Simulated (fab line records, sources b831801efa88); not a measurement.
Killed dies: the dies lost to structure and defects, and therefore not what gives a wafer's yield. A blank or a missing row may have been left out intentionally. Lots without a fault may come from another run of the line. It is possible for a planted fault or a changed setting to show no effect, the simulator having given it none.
One fault through the eyes of 2 desks	flow gf180mcu	each desk has only its own numbers; what lay behind them comes last

## METROLOGY DESK
Lot by lot, what the gauges showed, no matter which tool ran the lot: averages of those sampled wafers that carry a number. Any lot whose mean is over 4 standard deviations away from the usual mean is out of limits and marked OUT; that distance is given in the brackets.
Columns: A = VT_IMPLANT_4_TW at GF_VT_IMPLANT_TW_MEAS_43, usual 689
lot	first seen here	A
L634	day 7 20:37	688
L638	day 8 23:55	682
L639	day 9 06:52	704
L640	day 9 13:08	717 (+4.1) OUT
L644	day 10 19:02	687
L645	day 11 02:23	691
L648	day 11 21:55	683
L652	day 13 02:00	702
L653	day 13 10:17	678
L654	day 13 15:57	699
L655	day 13 23:45	683
L656	day 14 06:35	683
Finding of this desk: L640 out of limits, first seen on L640 at day 9 13:08 (VT_IMPLANT_4_TW at GF_VT_IMPLANT_TW_MEAS_43). L634, L638, L639, L644, L645, L648, L652, L653, L654, L655, L656: within limits.

## THE TOOL OWNER'S DESK: implanter-04
For each lot that ran on this tool, the mean over its sampled wafers that have a number, from the tool's own readings at GF_VT_IMPLANT_IMPLANT_41. Any lot whose mean is over 4 standard deviations away from the usual mean is out of limits and marked OUT; that distance is given in the brackets.
Columns: A = doseIonsCm2 at GF_VT_IMPLANT_IMPLANT_41, usual 1.013e+12; B = faradayCurrentUA at GF_VT_IMPLANT_IMPLANT_41, usual 5.71
lot	first seen here	A	B
L639	day 9 06:38	1.100e+12 (+79) OUT	6.16 (+4.1) OUT
L640	day 9 12:53	1.101e+12 (+80) OUT	6.27 (+5.1) OUT
This desk finds L639, L640 out of limits, L639 being first, at day 9 06:38 (doseIonsCm2 at GF_VT_IMPLANT_IMPLANT_41). In limits: none.

## BROUGHT TOGETHER
On L639, L640, at day 9 06:38, an alarm was possible from the tool owner's desk.
An alarm was possible from the metrology desk at day 9 13:08, on L640.
The metrology desk has L639 on record, within its limits.
Every lot named ran GF_VT_IMPLANT_IMPLANT_41 on implanter-04.

## WHAT HAD BEEN PUT IN BY THE SIMULATOR
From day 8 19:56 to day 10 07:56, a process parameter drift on implanter-04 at GF_VT_IMPLANT_IMPLANT_41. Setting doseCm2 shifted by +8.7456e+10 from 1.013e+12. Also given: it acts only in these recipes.
Lots struck among those shown: L639, L640.
Hours from the fault's start to each desk's first reading out of limits: the tool owner's desk, 11; the metrology desk, 17.
